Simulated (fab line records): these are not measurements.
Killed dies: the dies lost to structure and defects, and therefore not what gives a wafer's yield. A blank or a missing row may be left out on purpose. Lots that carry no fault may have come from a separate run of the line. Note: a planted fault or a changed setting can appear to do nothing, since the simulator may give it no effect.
8D (eight disciplines) problem report, filled in by code | flow sky130 | the parts of the form that need people (team, actions taken, sign-off) are left out

## 1. PROBLEM STATEMENT
Across 6 wafers from 2 lots, LDD_LDN_TW at SKY_LDD_LDN_TW_MEAS_13 averages 1537, while fault-free wafers read 1484 with a standard deviation of 11. That puts it +4.8 standard deviations away from the usual mean.
First seen on wafer L335.2, day 27 02:13, on film_metro-02. The record has a number at this step for 36 wafers belonging to 12 lots. By rule, "out" or "out of limits" means more than 4 standard deviations away from the usual mean. The other wafers with a number count as sound.

## 2. WHAT IT IS; WHAT IT IS NOT
question                    | is                           | is not
which readings at this step | LDD_LDN_TW                   | -
which lots                  | L335, L337                   | L325, L330, L331, L336, L342, L343, L344, L345, L347, L348
which wafers of those lots  | all that have a number       | -
read on which gauges        | film_metro-02, film_metro-03 | film_metro-01
when                        | from day 27 02:13            | up to then (9 sound wafers); but 21 sound wafers of L336, L342, L343, L344, L345, L347, L348 came after

## 3. WHAT RULES OUT EACH SUSPECT
Counting: a tool at a process step up to the reading stays a suspect if it ran every lot that is out and no sound lot after the first of them.
- the gauge at SKY_LDD_LDN_TW_MEAS_13 has been ruled out. 2 gauges (film_metro-02, film_metro-03) read the wafers that are out.
- implanter-01 at SKY_LDD_LDN_IMPLANT_11: ruled out as a lasting fault. After its first lot that is out, L335 (day 27 01:59), sound lots L345, L347, L348 ran on it.
Left after counting: nothing in the record.

## 4. THE CAUSE (what the simulator had put in)
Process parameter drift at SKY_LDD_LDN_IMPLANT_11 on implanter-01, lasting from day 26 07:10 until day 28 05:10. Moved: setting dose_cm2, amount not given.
Counting ruled it out, wrongly: the rule takes a fault to strike every lot that its tool runs from its start on, and this one did not.

## 5. THE CHAIN OF EFFECTS, in route order
Rows list readings where the struck wafers' mean (over those with a number) sits beyond 3 standard deviations from the usual. Scope: only readings with a usual standard deviation given in the record; hours: median across lots of the time from each lot's start at the first step in this table that gives one to its start at this step; sigmas: change in usual standard deviations.
hours | step                   | reading            | usual      | on struck wafers | change      | sigmas
0     | SKY_LDD_LDN_IMPLANT_11 | dose_ions_cm2      | 1.2499e+13 | 1.8835e+13       | +6.3360e+12 | +99 or more
0     | SKY_LDD_LDN_IMPLANT_11 | faraday_current_uA | 70.5       | 106.0            | +35.5       | +30
0     | SKY_LDD_LDN_TW_MEAS_13 | LDD_LDN_TW         | 1484       | 1537             | +53         | +4.8
Here are the process steps it includes:
- SKY_LDD_LDN_IMPLANT_11
Later measuring or inspecting steps at which every struck wafer that the step has a row for has a number for every such reading, and none has moved that far: SKY_LOCAL_INTERCONNECT_RS_MEAS_01, SKY_METAL1_THK_MEAS_06.

## 6. HOW IT WOULD HAVE BEEN CAUGHT EARLIER
In this record the first reading out of limits at a measuring or inspecting step was taken at day 27 02:13, 19 hours after the fault began at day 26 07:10.
The tool's own readings at SKY_LDD_LDN_IMPLANT_11 were out on every struck wafer that the step has a row for (dose_ions_cm2, faraday_current_uA): an alarm limit on them would have fired on the first of those.
